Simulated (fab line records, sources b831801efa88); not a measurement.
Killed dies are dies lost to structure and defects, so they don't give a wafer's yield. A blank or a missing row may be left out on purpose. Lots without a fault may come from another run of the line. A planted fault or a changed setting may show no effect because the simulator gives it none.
Which tool did it? | flow sky130 | 12 lots, 36 wafers sampled, at 5 steps of a route of 708

WHAT THE GAUGES READ, wafer by wafer
SKY_VIA2_CD_MEAS_12: target cd 200 nm.
lot  | measured     | on        | cd_nm (nm)
L270 | day 36 08:44 | cd_sem-01 | 198.3 200.5 198.8
L272 | day 37 10:13 | cd_sem-02 | 200.2 199.6 199.9
L273 | day 37 11:17 | cd_sem-02 | 200.9 200.1 200.7
L276 | day 38 17:37 | cd_sem-01 | 201.1 201.4 201.3
L278 | day 39 07:55 | cd_sem-02 | 200.3 201.4 199.6
L280 | day 39 17:07 | cd_sem-01 | 200.3 200.5 200.0
L282 | day 40 14:12 | cd_sem-01 | 202.9 201.1 201.5
L285 | day 41 09:25 | cd_sem-02 | 199.2 199.9 200.0
L287 | day 41 19:11 | cd_sem-01 | 200.6 197.7 198.8
L290 | day 42 13:04 | cd_sem-02 | 197.2 198.1 197.0
L291 | day 43 15:13 | cd_sem-01 | 199.0 198.6 199.0
L292 | day 43 15:57 | cd_sem-01 | 202.8 202.4 202.0

SKY_METAL3_OVL_MEAS_14.
lot  | measured     | on         | METAL3_OVL (nm)
L270 | day 38 14:07 | overlay-02 | -3 7 1
L272 | day 39 14:35 | overlay-02 | -4 -9 -8
L273 | day 39 16:21 | overlay-01 | 3 -2 8
L276 | day 40 21:40 | overlay-01 | 0 -1 -5
L278 | day 41 10:58 | overlay-01 | 5 -2 1
L280 | day 41 19:39 | overlay-01 | 5 -4 3
L282 | day 42 15:30 | overlay-01 | -3 4 2
L285 | day 43 09:04 | overlay-02 | 3 1 3
L287 | day 43 19:30 | overlay-02 | 1 4 1
L290 | day 44 11:33 | overlay-02 | 4 1 5
L291 | day 45 13:55 | overlay-01 | 2 2 1
L292 | day 45 14:55 | overlay-02 | 7 7 7

SKY_PAD_OPEN_BOW_MEAS_13.
lot  | measured     | on            | PAD_OPEN_BOW (um)
L270 | day 45 17:24 | film_metro-03 | 54 40 54
L272 | day 46 14:14 | film_metro-01 | 48 46 44
L273 | day 46 15:26 | film_metro-04 | 44 59 55
L276 | day 47 19:24 | film_metro-03 | 104 116 113
L278 | day 48 01:47 | film_metro-01 | 103 95 105
L280 | day 48 09:43 | film_metro-01 | 41 40 56
L282 | day 49 02:03 | film_metro-03 | 42 53 59
L285 | day 49 15:31 | film_metro-04 | 53 59 45
L287 | day 49 23:41 | film_metro-01 | 58 55 30
L290 | day 50 11:14 | film_metro-04 | 46 46 45
L291 | day 51 05:25 | film_metro-03 | 56 51 36
L292 | day 51 07:53 | film_metro-03 | 35 52 41

WHICH TOOL RAN EACH LOT (tool, then ch and the chambers of the sampled wafers, then the start)
lot  | SKY_METAL4_SPUTTER_00        | SKY_PAD_OPEN_ANNEAL_12
L270 | pvd_sputter-04, day 39 17:34 | furnace-01 ch 0, day 45 15:50
L272 | pvd_sputter-03, day 40 17:55 | furnace-01 ch 0, day 46 12:44
L273 | pvd_sputter-03, day 40 19:32 | furnace-02 ch 0, day 46 13:55
L276 | pvd_sputter-01, day 42 00:26 | furnace-02, day 47 17:52
L278 | pvd_sputter-01, day 42 13:14 | furnace-01, day 48 00:17
L280 | pvd_sputter-03, day 42 22:22 | furnace-02 ch 0, day 48 08:13
L282 | pvd_sputter-01, day 43 16:54 | furnace-02 ch 0, day 49 00:31
L285 | pvd_sputter-03, day 44 10:41 | furnace-01 ch 0, day 49 13:58
L287 | pvd_sputter-03, day 44 21:01 | furnace-01 ch 0, day 49 22:11
L290 | pvd_sputter-04, day 45 12:22 | furnace-02 ch 0, day 50 09:43
L291 | pvd_sputter-03, day 46 13:37 | furnace-01 ch 0, day 51 03:55
L292 | pvd_sputter-04, day 46 15:19 | furnace-01 ch 0, day 51 06:22
- SKY_METAL4_SPUTTER_00: material Ti, target thk 15 nm, time 10 s.
- SKY_PAD_OPEN_ANNEAL_12

WHAT THE TOOLS THEMSELVES READ (means of the sampled wafers that have a number; where no wafer has one, the mark that the record gives instead)
SKY_METAL4_SPUTTER_00.
lot  | tool           | throttle_valve_pct (%)
L270 | pvd_sputter-04 | 30.6
L272 | pvd_sputter-03 | 30.7
L273 | pvd_sputter-03 | 31.0
L276 | pvd_sputter-01 | 29.4
L278 | pvd_sputter-01 | 29.7
L280 | pvd_sputter-03 | 31.0
L282 | pvd_sputter-01 | 29.4
L285 | pvd_sputter-03 | 31.5
L287 | pvd_sputter-03 | 31.0
L290 | pvd_sputter-04 | 30.1
L291 | pvd_sputter-03 | 31.3
L292 | pvd_sputter-04 | 30.2

SKY_PAD_OPEN_ANNEAL_12.
lot  | tool       | ramp_down_c_per_min | ramp_up_c_per_min | zone_power_upper_pct (%)
L270 | furnace-01 | 4.0001              | 8.0001            | 3.6
L272 | furnace-01 | 4.0000              | 7.9995            | 3.5
L273 | furnace-02 | 4.0004              | 7.9989            | 4.4
L276 | furnace-02 | -                   | -                 | -
L278 | furnace-01 | -                   | -                 | -
L280 | furnace-02 | 4.0003              | 8.0008            | 4.4
L282 | furnace-02 | 3.9994              | 8.0003            | 4.4
L285 | furnace-01 | 4.0009              | 8.0002            | 3.6
L287 | furnace-01 | 4.0005              | 8.0007            | 3.6
L290 | furnace-02 | 4.0011              | 8.0002            | 4.4
L291 | furnace-01 | 3.9997              | 8.0006            | 3.6
L292 | furnace-01 | 4.0004              | 8.0006            | 3.6

THE ANSWER, worked out from the rows above alone
Rule: what is usual is taken from the lots themselves. Put in order of their means at a reading, lots are off if they are a third of the lots or fewer, leave a main group of 4 or more, and stand apart from it by a gap of 3 or more times the standard deviation of the main group's means; of several such gaps the widest counts. A main group whose means are all the same, to the digits that the tables above print for the reading, isn't used. A lot without any number at a reading at which 4 lots or more have one is off too. The other lots that the step has rows for count as sound. The gauges are gone through in route order, then the tools' own readings, and for those a lot's mean is taken as printed above. The first step at which some lot is off is used, and at that step the reading that is off furthest; a lot without a number counts as furthest.
Off: L276, L278, at SKY_PAD_OPEN_BOW_MEAS_13 (PAD_OPEN_BOW). The main group: mean 48 um, standard deviation 3.1.
A tool fits if, at a process step before that reading, it ran every lot that is off, and no sound lot after the first of them. The gauges at SKY_PAD_OPEN_BOW_MEAS_13 aren't tried: what is off there is off at SKY_PAD_OPEN_ANNEAL_12 too, on other tools, and a gauge's error can't cause that. None of those tried fits.

WHAT THE SIMULATOR HAD PUT IN
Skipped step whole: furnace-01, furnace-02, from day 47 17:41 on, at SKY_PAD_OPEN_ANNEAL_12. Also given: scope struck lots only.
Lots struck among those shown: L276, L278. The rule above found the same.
